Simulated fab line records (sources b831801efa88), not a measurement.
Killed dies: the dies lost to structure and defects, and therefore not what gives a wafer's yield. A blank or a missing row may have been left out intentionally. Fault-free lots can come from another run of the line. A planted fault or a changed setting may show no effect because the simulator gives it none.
fab line records -- flow sky130
record: lots: 7, wafers: 21, last-day: 49
route steps=708 shown LDD_HVP@285 LDD_LDN@289 PAD_OPEN@708
lots that met no fault: from a run of the same line without faults
start-h: hours from the record's first day to the start of the lot's first wafer shown -- wait-h: hours elapsed since this lot's preceding step -- " the same as in the row above -- L1.1+2: several wafers, shown together as one row -- - either no value or no given start -- * or withheld: withheld -- < > ~ a bound
route shown NAME@n: NAME is a module with steps in the file, n the number in the route of the first one -- usual: the fault-free wafers' mean and standard deviation -- same: alike in all rows -- chamber/n: place in a boat -- sites: each site's reading -- _std_site: the values' standard deviation -- _edge_site: outer sites' mean less inner sites' -- radius-mm: for every site, how far away it sits from the centre of the wafer -- mask NAME#n: copy n -- behind: the last tool/chamber to shape the wafer -- hold: reason for holding the lot/hours on hold/outcome of the hold -- device: whichever transistor did not switch (one of n, p or np) -- end of line: the same wafers' tests at the end of the route -- a step given without rows: its recipe and nothing more -- killed: the dies lost at the first sort to structure and to defects; this is not the yield of the wafer -- map: dies across one wafer; x = killed, . = not, _ = none there
set.NAME: the run value of the setting; set.NAME@STEP: its run value at that earlier step -- model.NAME: the simulator's own value behind a step, which no gauge read
lots at selected steps of the route; one table per step, one row per wafer
services: when a tool's chamber went out of use (start-h, in hours from the record's first day, below 0 if earlier), for how many hours, and the reason
== steps ==
step: SKY_LDD_HVP_OVL_MEAS_07
usual: LDD_HVP_OVL: -0.5/1.6
lot.wafer,tool,chamber,start-h,wait-h,LDD_HVP_OVL[nm]
L541.2,overlay-01,-,494.66,0.1,1.9
L541.3,overlay-01,-,494.66,0.1,3.3
L541.4,overlay-01,-,494.66,0.1,2.3
L542.1,overlay-01,-,499.80,0.1,1.4
L542.4,overlay-01,-,499.80,0.1,-0.3
L542.5,overlay-01,-,499.80,0.1,-0.2
L544.1,overlay-01,-,518.90,0.1,-1.1
L544.2,overlay-01,-,518.90,0.1,0.4
L544.6,overlay-01,-,518.90,0.1,-1.4
L546.1,overlay-01,-,550.65,0.1,-1.4
L546.5,overlay-01,-,550.65,0.1,-0.7
L546.6,overlay-01,-,550.65,0.1,-2.8
L554.3,overlay-01,-,601.51,0.1,-1.8
L554.4,overlay-01,-,601.51,0.1,-0.9
L554.6,overlay-01,-,601.51,0.1,-0.2
L557.4,overlay-02,-,660.57,0.1,-1.4
L557.5,overlay-02,-,660.57,0.1,-1.0
L557.6,overlay-02,-,660.57,0.1,-2.2
L560.1,overlay-02,-,662.65,0.1,1.9
L560.3,overlay-02,-,662.65,0.1,0.2
L560.4,overlay-02,-,662.65,0.1,1.3
step: SKY_LDD_HVP_IMPLANT_08
recipe: species: B, energy-kev: 20, dose-cm2: 1.7e+13, tilt-deg: 17.9
step: SKY_LDD_HVP_STRIP_09
recipe: chemistry: O2/N2, power-w: 1400, pressure-mtorr: 1500, platen-temp-c: withheld, o2-flow-sccm: 3000, n2-flow-sccm: 300, overash-fraction: 0.5
usual: chamber-pressure-mTorr: 1500.0/1.4, drypump-motor-current-A: 6.0/0.34, o2-flow-sccm: 3002/9.4, oes-product-au: 0.409/0.0048, strip-time-to-endpoint-s: 4.129/0.014
lot.wafer,tool,chamber,start-h,wait-h,chamber-pressure-mTorr,drypump-motor-current-A,o2-flow-sccm,oes-product-au,rf-hours-counter-h,strip-time-to-endpoint-s
L541.2,plasma-asher-03,1,494.84,0.1,1499.9,6.1,3004,0.409,65,4.121
L541.3,plasma-asher-03,0,494.84,0.1,1498.8,6.2,3002,0.412,-,4.137
L541.4,plasma-asher-03,1,494.84,0.1,1501.5,6.2,3003,0.407,-,4.127
L542.1,plasma-asher-03,0,499.99,0.1,1500.6,6.2,3007,0.413,66,4.140
L542.4,plasma-asher-03,0,499.99,0.1,1499.5,6.2,2990,0.405,-,4.127
L542.5,plasma-asher-03,1,499.99,0.1,1498.2,6.2,3022,0.407,-,4.153
L544.1,plasma-asher-02,0,519.09,0.1,1501.3,5.1,3004,0.411,41,4.101
L544.2,plasma-asher-02,1,519.09,0.1,1497.5,6.2,2997,0.409,41,4.105
L544.6,plasma-asher-02,1,519.09,0.1,1501.9,6.2,3005,0.416,-,4.103
L546.1,plasma-asher-02,0,550.84,0.1,1501.6,5.1,2991,0.412,43,4.140
L546.5,plasma-asher-02,1,550.84,0.1,1501.4,6.2,2989,0.413,-,4.152
L546.6,plasma-asher-02,0,550.84,0.1,1501.5,5.1,2989,0.411,-,4.139
L554.3,plasma-asher-03,1,601.72,0.1,1496.3,6.2,2985,0.415,-,4.132
L554.4,plasma-asher-03,0,601.72,0.1,1499.1,6.2,2999,0.408,-,4.140
L554.6,plasma-asher-03,0,601.72,0.1,1498.9,6.2,2996,0.413,-,4.135
L557.4,plasma-asher-04,1,660.77,0.1,1496.8,6.0,3013,0.399,-,4.141
L557.5,plasma-asher-04,0,660.77,0.1,1500.6,5.7,2990,0.402,-,4.124
L557.6,plasma-asher-04,1,660.77,0.1,1499.4,6.0,3009,0.411,-,4.131
L560.1,plasma-asher-02,1,662.84,0.1,1498.4,6.2,3022,0.408,55,4.148
L560.3,plasma-asher-02,1,662.84,0.1,1501.0,6.2,3016,0.408,-,4.116
L560.4,plasma-asher-02,0,662.84,0.1,1502.7,5.1,3014,0.413,-,4.144
step: SKY_LDD_HVP_TW_MEAS_10
usual: LDD_HVP_TW: 462/3.3
lot.wafer,tool,chamber,start-h,wait-h,LDD_HVP_TW
L541.2,film-metro-02,-,494.95,0.1,463
L541.3,film-metro-02,-,494.95,0.1,463
L541.4,film-metro-02,-,494.95,0.1,463
L542.1,film-metro-02,-,500.09,0.1,462
L542.4,film-metro-02,-,500.09,0.1,466
L542.5,film-metro-02,-,500.09,0.1,463
L544.1,film-metro-01,-,519.19,0.1,459
L544.2,film-metro-01,-,519.19,0.1,457
L544.6,film-metro-01,-,519.19,0.1,458
L546.1,film-metro-03,-,550.94,0.1,464
L546.5,film-metro-03,-,550.94,0.1,464
L546.6,film-metro-03,-,550.94,0.1,467
L554.3,film-metro-02,-,601.81,0.1,461
L554.4,film-metro-02,-,601.81,0.1,461
L554.6,film-metro-02,-,601.81,0.1,458
L557.4,film-metro-01,-,660.87,0.1,459
L557.5,film-metro-01,-,660.87,0.1,456
L557.6,film-metro-01,-,660.87,0.1,460
L560.1,film-metro-01,-,662.94,0.1,457
L560.3,film-metro-01,-,662.94,0.1,456
L560.4,film-metro-01,-,662.94,0.1,459
step: SKY_LDD_LDN_DEHYDRATE_00
recipe: temp-c: 200, time-s: 60
step: SKY_LDD_LDN_HMDS_01
recipe: prime-time-s: 60, prime-temp-c: 120
step: SKY_LDD_LDN_COAT_02
recipe: resist: NOVOLAK, spin-rpm: 3000, resist-thk-nm: 1140
step: SKY_LDD_LDN_SOFTBAKE_03
recipe: temp-c: 90, time-s: 60, resist: NOVOLAK
step: SKY_LDD_LDN_EXPOSE_04
recipe: mask-id: LDNTM, na: 0.6, source-shape: conventional, sigma-outer: 0.6, polarization: unpolarized, target-cd-nm: 700, dose-mj: 140
step: SKY_LDD_LDN_PEB_05
recipe: temp-c: withheld, time-s: *, resist: NOVOLAK
step: SKY_LDD_LDN_DEVELOP_06
recipe: resist: NOVOLAK, developer: TMAH, develop-time-s: 60, dev-temp-c: 23
step: SKY_LDD_LDN_OVL_MEAS_07
usual: LDD_LDN_OVL: 0.7/1.3
lot.wafer,tool,chamber,start-h,wait-h,LDD_LDN_OVL[nm]
L541.2,overlay-02,-,523.71,0.1,1.4
L541.3,overlay-02,-,523.71,0.1,1.4
L541.4,overlay-02,-,523.71,0.1,1.2
L542.1,overlay-02,-,529.76,0.1,1.6
L542.4,overlay-02,-,529.76,0.1,0.0
L542.5,overlay-02,-,529.76,0.1,0.3
L544.1,overlay-01,-,549.76,0.1,-0.2
L544.2,overlay-01,-,549.76,0.1,0.2
L544.6,overlay-01,-,549.76,0.1,1.4
L546.1,overlay-01,-,580.45,0.1,-1.4
L546.5,overlay-01,-,580.45,0.1,0.1
L546.6,overlay-01,-,580.45,0.1,0.0
L554.3,overlay-01,-,630.56,0.1,0.4
L554.4,overlay-01,-,630.56,0.1,1.6
L554.6,overlay-01,-,630.56,0.1,0.5
L557.4,overlay-02,-,688.87,0.1,2.4
L557.5,overlay-02,-,688.87,0.1,0.4
L557.6,overlay-02,-,688.87,0.1,3.0
L560.1,overlay-02,-,691.00,0.1,-0.8
L560.3,overlay-02,-,691.00,0.1,-0.3
L560.4,overlay-02,-,691.00,0.1,1.5
step: SKY_LDD_LDN_IMPLANT_08
recipe: species: As, energy-kev: 15, dose-cm2: 1.25e+13, tilt-deg: withheld, rotation-deg: 23
lot.wafer,tool,chamber,start-h,wait-h
L541.2+3+4,implanter-03,0,523.76,0.0
L542.1+4+5,implanter-02,0,529.81,0.0
L544.1+2+6,implanter-04,0,549.80,0.0
L544.1+2+6,implanter-04,0,550.12,0.3
L546.1+5+6,implanter-02,0,580.49,0.0
L546.1+5+6,implanter-02,0,580.80,0.3
L554.3+4+6,implanter-03,0,630.64,0.1
L554.3+4+6,implanter-03,0,630.95,0.3
L557.4+5+6,implanter-04,0,688.96,0.1
L560.1+3+4,implanter-03,0,691.04,0.0
step: SKY_LDD_LDN_IMPLANT_09
recipe: species: As, energy-kev: 15, dose-cm2: 1.25e+13, tilt-deg: withheld, rotation-deg: 113
step: SKY_LDD_LDN_IMPLANT_10
recipe: species: As, energy-kev: 15, dose-cm2: 1.25e+13, tilt-deg: withheld, rotation-deg: 203
step: SKY_LDD_LDN_IMPLANT_11
recipe: species: As, energy-kev: 15, dose-cm2: 1.25e+13, tilt-deg: withheld, rotation-deg: 293
step: SKY_LDD_LDN_STRIP_12
recipe: chemistry: O2/N2, power-w: 1400, pressure-mtorr: 1500, platen-temp-c: withheld, o2-flow-sccm: 3000, n2-flow-sccm: 300, overash-fraction: 0.5
usual: chamber-pressure-mTorr: 1500.1/1.5, drypump-motor-current-A: 5.87/0.3, o2-flow-sccm: 2999/8.5, oes-product-au: 0.715/0.0042, strip-time-to-endpoint-s: 14.17/0.036
lot.wafer,tool,chamber,start-h,wait-h,chamber-pressure-mTorr,drypump-motor-current-A,o2-flow-sccm,oes-product-au,rf-hours-counter-h,strip-time-to-endpoint-s
L541.2,plasma-asher-04,0,524.34,0.1,1501.5,5.76,2980,0.717,9,14.19
L541.3,plasma-asher-04,1,524.34,0.1,1501.3,6.01,2987,0.719,-,14.19
L541.4,plasma-asher-04,0,524.34,0.1,1501.8,5.74,2993,0.717,-,14.13
L542.1,plasma-asher-01,1,530.41,0.1,1498.3,5.49,2994,0.716,87,14.18
L542.4,plasma-asher-01,0,530.41,0.1,1498.3,5.31,2975,0.720,-,14.19
L542.5,plasma-asher-01,0,530.41,0.1,1500.0,5.31,2980,0.719,-,14.17
L544.1,plasma-asher-04,0,550.72,0.1,1499.7,5.76,3016,0.710,12,14.23
L544.2,plasma-asher-04,1,550.72,0.1,1497.8,5.96,2993,0.716,12,14.22
L544.6,plasma-asher-04,0,550.72,0.1,1499.4,5.73,2984,0.709,-,14.23
L546.1,plasma-asher-03,1,581.40,0.1,1499.2,6.19,2997,0.708,74,14.16
L546.5,plasma-asher-03,1,581.40,0.1,1499.5,6.18,2992,0.715,-,14.18
L546.6,plasma-asher-03,0,581.40,0.1,1500.4,6.20,3000,0.708,-,14.15
L554.3,plasma-asher-04,1,631.54,0.1,1499.4,6.00,2995,0.721,-,14.21
L554.4,plasma-asher-04,0,631.54,0.1,1501.0,5.73,3011,0.719,-,14.25
L554.6,plasma-asher-04,1,631.54,0.1,1498.8,6.00,2993,0.720,-,14.24
L557.4,plasma-asher-04,1,689.52,0.1,1502.6,5.98,2997,0.718,-,14.17
L557.5,plasma-asher-04,1,689.52,0.1,1496.8,5.99,3003,0.716,-,14.11
L557.6,plasma-asher-04,0,689.52,0.1,1500.1,5.75,2997,0.713,-,14.15
L560.1,plasma-asher-03,0,691.64,0.1,1499.9,6.16,2995,0.711,84,14.17
L560.3,plasma-asher-03,1,691.64,0.1,1499.6,6.17,3000,0.714,-,14.16
L560.4,plasma-asher-03,0,691.64,0.1,1499.6,6.20,3005,0.708,-,14.12
step: SKY_LDD_LDN_TW_MEAS_13
usual: LDD_LDN_TW: 1496/20
lot.wafer,tool,chamber,start-h,wait-h,LDD_LDN_TW
L541.2,film-metro-03,-,524.45,0.1,1510
L541.3,film-metro-03,-,524.45,0.1,1510
L541.4,film-metro-03,-,524.45,0.1,1508
L542.1,film-metro-04,-,530.51,0.1,1444
L542.4,film-metro-04,-,530.51,0.1,1445
L542.5,film-metro-04,-,530.51,0.1,1438
L544.1,film-metro-03,-,550.82,0.1,1617
L544.2,film-metro-03,-,550.82,0.1,1607
L544.6,film-metro-03,-,550.82,0.1,1602
L546.1,film-metro-03,-,581.50,0.1,1608
L546.5,film-metro-03,-,581.50,0.1,1610
L546.6,film-metro-03,-,581.50,0.1,1601
L554.3,film-metro-03,-,631.67,0.1,1606
L554.4,film-metro-03,-,631.67,0.1,1611
L554.6,film-metro-03,-,631.67,0.1,1606
L557.4,film-metro-03,-,689.62,0.1,1494
L557.5,film-metro-03,-,689.62,0.1,1509
L557.6,film-metro-03,-,689.62,0.1,1502
L560.1,film-metro-03,-,691.74,0.1,1504
L560.3,film-metro-03,-,691.74,0.1,1511
L560.4,film-metro-03,-,691.74,0.1,1496
step: SKY_LDD_LDN_CLEAN_14
recipe: chemistry: SC1/SC2, mix: 1:4:20, temp-c: 70, time-s: 150, dry: n2-spin
step: SKY_PAD_OPEN_PROBE_99
usual: killed_at_M0_to_M3: 44/6.4, killed_at_M4_up: 3.0/1.8, killed-at-contacts: 24/5, killed-at-front-end: 16/4.3, killed-at-other: 0.4/0.76, killed-dies: 88/8.6, killed-on-rim: 18/4, killed-open: 47/7.2, killed-short: 40/5.5
same: gross-dies: 492, killed-at-back-side: 0
lot.wafer,tool,chamber,start-h,wait-h,killed_at_M0_to_M3,killed_at_M4_up,killed-at-contacts,killed-at-front-end,killed-at-other,killed-dies,killed-on-rim,killed-open,killed-short,model.etest.tip-sonos.rs-ohm-sq
L541.2,prober-01,-,1072.37,0.1,35,5,28,11,0,79,17,44,35,2650
L541.3,prober-01,-,1072.42,0.2,38,3,25,18,0,84,16,50,34,2632
L541.4,prober-01,-,1072.47,0.2,45,2,29,17,0,93,16,49,44,2662
L542.1,prober-02,-,1077.92,0.1,37,6,15,20,3,81,14,40,39,2596
L542.4,prober-02,-,1078.07,0.2,33,2,27,12,0,74,13,38,36,2596
L542.5,prober-02,-,1078.12,0.2,53,2,26,20,1,102,22,56,45,2598
L544.1,prober-02,-,1091.48,0.1,49,2,22,26,0,99,16,56,42,2423
L544.2,prober-02,-,1091.53,0.1,42,4,22,16,0,84,13,32,51,2446
L544.6,prober-02,-,1091.73,0.2,52,1,23,14,1,91,20,51,38,2475
L546.1,prober-02,-,1112.16,0.1,45,0,22,16,0,83,14,49,32,2406
L546.5,prober-02,-,1112.36,0.2,48,1,20,15,0,84,12,43,39,2373
L546.6,prober-02,-,1112.41,0.2,52,1,22,15,1,91,17,56,35,2395
L554.3,prober-02,-,1143.05,0.2,32,4,20,16,0,72,13,42,30,2357
L554.4,prober-02,-,1143.10,0.2,50,4,32,10,0,96,20,51,45,2338
L554.6,prober-02,-,1143.20,0.2,47,3,27,18,1,96,15,53,43,2355
L557.4,prober-01,-,1180.21,0.2,41,0,23,14,0,78,17,41,37,2613
L557.5,prober-01,-,1180.26,0.2,32,2,21,26,3,84,19,48,33,2618
L557.6,prober-01,-,1180.31,0.2,47,1,23,21,0,92,11,48,43,2598
L560.1,prober-02,-,1182.43,0.1,39,12,18,21,0,90,21,51,36,2682
L560.3,prober-02,-,1182.53,0.2,43,2,30,15,1,91,19,52,39,2687
L560.4,prober-02,-,1182.58,0.2,39,4,24,8,0,75,25,39,33,2666
killed by level:class
L541.2 VIA1:geometric-particle:open=10 CONTACT:geometric-particle:open=10 LI_CONTACT:geometric-particle:open=7 CONTACT:geometric-particle:short=5 METAL1:geometric-particle:short=5 FIELD_ISO:geometric-particle:open=3 METAL2:geometric-particle:short=3 VIA1:geometric-particle:short=3
L541.3 CONTACT:geometric-particle:open=11 VIA1:geometric-particle:open=10 POLY_GATE:geometric-particle:open=6 LI_CONTACT:geometric-particle:open=6 VIA3:geometric-particle:open=4 VIA2:geometric-particle:open=4 METAL1:geometric-particle:short=4 VIA1:geometric-particle:short=4
L541.4 CONTACT:geometric-particle:short=12 VIA1:geometric-particle:open=10 VIA2:geometric-particle:open=9 CONTACT:geometric-particle:open=8 METAL3:geometric-particle:short=8 METAL2:geometric-particle:short=5 FIELD_ISO:geometric-particle:short=4 FIELD_ISO:geometric-particle:open=4
L542.1 VIA1:geometric-particle:open=8 CONTACT:geometric-particle:open=7 METAL2:geometric-particle:short=7 FIELD_ISO:geometric-particle:open=5 METAL1:geometric-particle:short=5 VIA3:geometric-particle:open=4 VIA2:geometric-particle:open=4 METAL4:geometric-particle:short=4
L542.4 CONTACT:geometric-particle:open=12 VIA1:geometric-particle:open=9 CONTACT:geometric-particle:short=7 FIELD_ISO:geometric-particle:short=5 METAL1:geometric-particle:short=5 VIA2:geometric-particle:open=5 LOCAL_INTERCONNECT:geometric-particle:short=4 VIA2:geometric-particle:short=4
L542.5 VIA2:geometric-particle:open=10 VIA3:geometric-particle:open=10 FIELD_ISO:geometric-particle:open=9 LI_CONTACT:geometric-particle:open=9 CONTACT:geometric-particle:open=6 VIA1:geometric-particle:open=6 METAL3:geometric-particle:short=5 POLY_GATE:geometric-particle:short=5
L544.1 VIA1:geometric-particle:open=10 POLY_GATE:geometric-particle:short=9 POLY_GATE:geometric-particle:open=8 CONTACT:geometric-particle:open=8 VIA1:geometric-particle:short=8 VIA2:geometric-particle:open=7 LI_CONTACT:geometric-particle:open=6 VIA3:geometric-particle:open=6
L544.2 CONTACT:geometric-particle:short=8 METAL1:geometric-particle:short=8 VIA1:geometric-particle:open=7 METAL2:geometric-particle:short=6 LOCAL_INTERCONNECT:geometric-particle:short=5 CONTACT:geometric-particle:open=5 METAL3:geometric-particle:short=5 FIELD_ISO:geometric-particle:open=4
L544.6 VIA3:geometric-particle:open=11 LI_CONTACT:geometric-particle:open=7 CONTACT:geometric-particle:open=7 VIA1:geometric-particle:open=7 METAL2:geometric-particle:short=7 VIA1:geometric-particle:short=6 VIA3:geometric-particle:short=6 POLY_GATE:geometric-particle:open=5
L546.1 CONTACT:geometric-particle:open=10 VIA2:geometric-particle:open=10 VIA1:geometric-particle:open=8 LI_CONTACT:geometric-particle:open=5 METAL2:geometric-particle:short=5 POLY_GATE:geometric-particle:open=4 LOCAL_INTERCONNECT:geometric-particle:short=4 METAL3:geometric-particle:short=4
L546.5 VIA2:geometric-particle:open=10 VIA1:geometric-particle:open=8 CONTACT:geometric-particle:open=7 METAL1:geometric-particle:short=6 LOCAL_INTERCONNECT:geometric-particle:short=5 POLY_GATE:geometric-particle:open=4 LI_CONTACT:geometric-particle:open=4 CONTACT:geometric-particle:short=4
L546.6 CONTACT:geometric-particle:open=14 VIA3:geometric-particle:open=10 VIA1:geometric-particle:open=10 METAL1:geometric-particle:short=8 FIELD_ISO:geometric-particle:short=5 FIELD_ISO:geometric-particle:open=5 METAL2:geometric-particle:short=5 VIA2:geometric-particle:open=5
L554.3 CONTACT:geometric-particle:open=9 VIA1:geometric-particle:open=6 FIELD_ISO:geometric-particle:open=5 FIELD_ISO:geometric-particle:short=5 LI_CONTACT:geometric-particle:open=5 METAL1:geometric-particle:short=5 CONTACT:geometric-particle:short=4 VIA2:geometric-particle:open=4
L554.4 CONTACT:geometric-particle:open=14 VIA1:geometric-particle:open=10 VIA3:geometric-particle:open=8 CONTACT:geometric-particle:short=7 METAL1:geometric-particle:short=7 LOCAL_INTERCONNECT:geometric-particle:short=6 VIA2:geometric-particle:open=5 METAL2:geometric-particle:short=4
L554.6 CONTACT:geometric-particle:open=13 VIA2:geometric-particle:open=11 METAL1:geometric-particle:short=8 VIA1:geometric-particle:short=7 VIA1:geometric-particle:open=6 POLY_GATE:geometric-particle:open=5 POLY_GATE:geometric-particle:short=5 LI_CONTACT:geometric-particle:open=5
L557.4 VIA1:geometric-particle:open=11 CONTACT:geometric-particle:open=8 LI_CONTACT:geometric-particle:open=6 VIA2:geometric-particle:open=6 METAL1:geometric-particle:short=6 VIA3:geometric-particle:open=6 FIELD_ISO:geometric-particle:short=5 LI_CONTACT:geometric-particle:short=4
L557.5 POLY_GATE:geometric-particle:open=9 CONTACT:geometric-particle:open=9 VIA1:geometric-particle:open=6 VIA2:geometric-particle:open=6 POLY_GATE:geometric-particle:short=5 LI_CONTACT:geometric-particle:open=4 CONTACT:geometric-particle:short=4 VIA3:geometric-particle:short=4
L557.6 VIA1:geometric-particle:open=8 CONTACT:geometric-particle:open=8 VIA2:geometric-particle:open=7 VIA3:geometric-particle:open=7 METAL1:geometric-particle:short=6 LOCAL_INTERCONNECT:geometric-particle:short=5 CONTACT:geometric-particle:short=5 VIA1:geometric-particle:short=4
L560.1 VIA1:geometric-particle:open=13 CONTACT:geometric-particle:open=8 METAL4:geometric-particle:short=8 FIELD_ISO:geometric-particle:open=7 VIA1:geometric-particle:short=6 FIELD_ISO:geometric-particle:short=5 LI_CONTACT:geometric-particle:open=5 METAL1:geometric-particle:short=5
L560.3 LI_CONTACT:geometric-particle:open=9 CONTACT:geometric-particle:open=9 VIA1:geometric-particle:short=8 VIA1:geometric-particle:open=8 VIA2:geometric-particle:open=6 VIA3:geometric-particle:open=5 LI_CONTACT:geometric-particle:short=5 METAL2:geometric-particle:short=4
L560.4 CONTACT:geometric-particle:open=9 VIA1:geometric-particle:open=9 VIA3:geometric-particle:open=5 LI_CONTACT:geometric-particle:open=5 CONTACT:geometric-particle:short=5 FIELD_ISO:geometric-particle:short=4 LOCAL_INTERCONNECT:geometric-particle:short=4 VIA2:geometric-particle:open=4
== services ==
tool,chamber,start-h,hours,kind
implanter-04,-,475.26,3.5,repair
plasma-asher-04,-,513.86,2.8,repair
implanter-03,-,558.72,3.1,pm
plasma-asher-03,-,565.38,2.8,pm
implanter-03,-,571.96,2.7,repair
plasma-asher-03,-,582.89,2.7,repair
plasma-asher-03,-,630.04,1.9,repair
implanter-02,-,634.52,167.2,pm
== key ==
first-sign: step: SKY_LDD_LDN_IMPLANT_08, reading: visit, direction: added
effect: step: SKY_LDD_LDN_TW_MEAS_13, reading: LDD_LDN_TW, direction: up, sigmas: 5.7, usual: 1496, struck: 1608
model-effect: step: SKY_PAD_OPEN_PROBE_99, value: etest.tip-sonos.rs-ohm-sq, without: 2715, struck: 2396
met-at SKY_LDD_LDN_IMPLANT_08
struck-wafers L544.1,L544.2,L544.6,L546.1,L546.5,L546.6,L554.3,L554.4,L554.6
tester-left-out L544,L546,L554
fault: kind: repeated-step-whole, tool: implanter-02,implanter-03,implanter-04, chamber: -, onset-h: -, steps: SKY_LDD_LDN_IMPLANT_08, times: 1, scope: struck-lots-only
tester-left-out: of these lots the tester's yield and bins aren't shown, on N5 and GAA mostly nor the transistor test; their killed dies are dies lost to structure and defects alone, not to doping, threshold or leakage, so they don't give the yield
